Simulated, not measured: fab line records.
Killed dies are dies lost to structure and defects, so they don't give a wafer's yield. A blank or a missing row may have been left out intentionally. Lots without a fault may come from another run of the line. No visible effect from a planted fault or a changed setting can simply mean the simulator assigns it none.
Lot-split experiment ; flow sky130 ; on a route of 708 steps: 5 lots, 23 wafers read

## SPLIT DETAILS
At SKY_FIELD_ISO_EXPOSE_10 (exposes mask FOM, target cd 150 nm), the setting dose mj was moved away from the recipe's 28 on 7 of the 23 wafers read, by +2.8% to +6.0%. This setting was run at the recipe's value on the other wafers.

## FROM THE SPLIT TO THE READING: what the file shows between them, 2 steps
- SKY_FIELD_ISO_PEB_11
- SKY_FIELD_ISO_DEVELOP_12: develop time 60 s

## THE READING
At SKY_FIELD_ISO_CD_MEAS_13: cd nm in nanometres, against a target cd of 150 nm. A value of 150.0 nm with a standard deviation of 1.6 nm is what fault-free wafers of this fab line usually give.

wafer;tool, chamber at the split;dose mj as run;against the recipe;cd nm, nm;against lot-mates on the recipe
L074.1;krf scanner-01, 0;28;recipe;147.4;-
L074.2;krf scanner-01, 0;28;recipe;147.5;-
L074.3;krf scanner-01, 0;28;recipe;147.5;-
L074.4;krf scanner-01, 0;28;recipe;148.1;-
L074.6;krf scanner-01, 0;28;recipe;147.7;-
L076.2;krf scanner-02, 0;29.06;+3.8%;143.6;-7.2
L076.3;krf scanner-02, 0;29.06;+3.8%;143.3;-7.5
L076.4;krf scanner-02, 0;28;recipe;150.6;-
L076.5;krf scanner-02, 0;28;recipe;151.1;-
L076.6;krf scanner-02, 0;29.06;+3.8%;143.8;-7.0
L078.1;krf scanner-01, 0;28;recipe;151.8;-
L078.2;krf scanner-01, 0;28;recipe;150.8;-
L078.3;krf scanner-01, 0;29.68;+6.0%;140.3;-11.2
L078.4;krf scanner-01, 0;28;recipe;152.0;-
L078.6;krf scanner-01, 0;29.68;+6.0%;140.0;-11.5
L080.2;krf scanner-01, 0;28;recipe;147.7;-
L080.4;krf scanner-01, 0;28;recipe;147.4;-
L080.6;krf scanner-01, 0;28;recipe;148.8;-
L084.1;krf scanner-01, 0;28;recipe;152.3;-
L084.2;krf scanner-01, 0;28.79;+2.8%;147.5;-4.2
L084.3;krf scanner-01, 0;28.79;+2.8%;146.8;-4.9
L084.4;krf scanner-01, 0;28;recipe;151.5;-
L084.6;krf scanner-01, 0;28;recipe;151.2;-

FIT RESULTS
A straight line over all 23 wafers: cd nm changes by -1.51 nm for each +1% of dose mj; r = -0.88; the points scatter about the line by 1.8 nm.
The same after taking each lot's own level away (the mean of its wafers on the recipe; 23 wafers): -1.88 nm for each +1%; r = -0.99; scatter 0.47 nm.
That fit puts the effect of the largest move of dose mj on the reading at 11 nm.
The lots' own levels span 147.64 to 151.67 nm, that is 2.5 times the standard deviation above.
So the slope is not independent of the lot-to-lot level: the two fits are not the same.
Check: with one of the wafers moved furthest among these (+6.0%) left out of the fit, the line predicts -11.2 nm for it against its lot-mates. Against them it came out at -11.2 nm.

## THESE WAFERS: OTHER SPLITS
Note: prior to the reading, these wafers also went through further splits. Each is held against what the fit with the lots' levels taken away leaves over:
other split on the same wafers;wafers away from the commonest value;r with cd nm (lot level and that fit taken away)
SKY_FIELD_ISO_OXIDATION_01 ox time s;15;+0.05
SKY_FIELD_ISO_COAT_08 resist thk nm;8;+0.12

## THE WHOLE CHAIN: every reading that the file lists as answering this split, in the file's order
step;what it does;reading;change (the file's fit);r (the file's)
SKY_FIELD_ISO_DEVELOP_12;develop time 60 s;FIELD_ISO.cd nm (the simulator's own value, which no gauge read);-1.85 nm for each +1% of the setting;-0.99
SKY_FIELD_ISO_CD_MEAS_13;target cd 150 nm;cd nm;-1.86 nm for each +1% of the setting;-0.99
SKY_FIELD_ISO_ETCH_17;etches Si in HBr/Cl2/O2, target depth 342 nm, time 97.7 s;FIELD_ISO.cd nm (the simulator's own value, which no gauge read);-1.96 nm for each +1% of the setting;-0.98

## THE FILE'S OWN FIT
cd nm changes by -1.86 nm for each +1% of dose mj, r = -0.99.
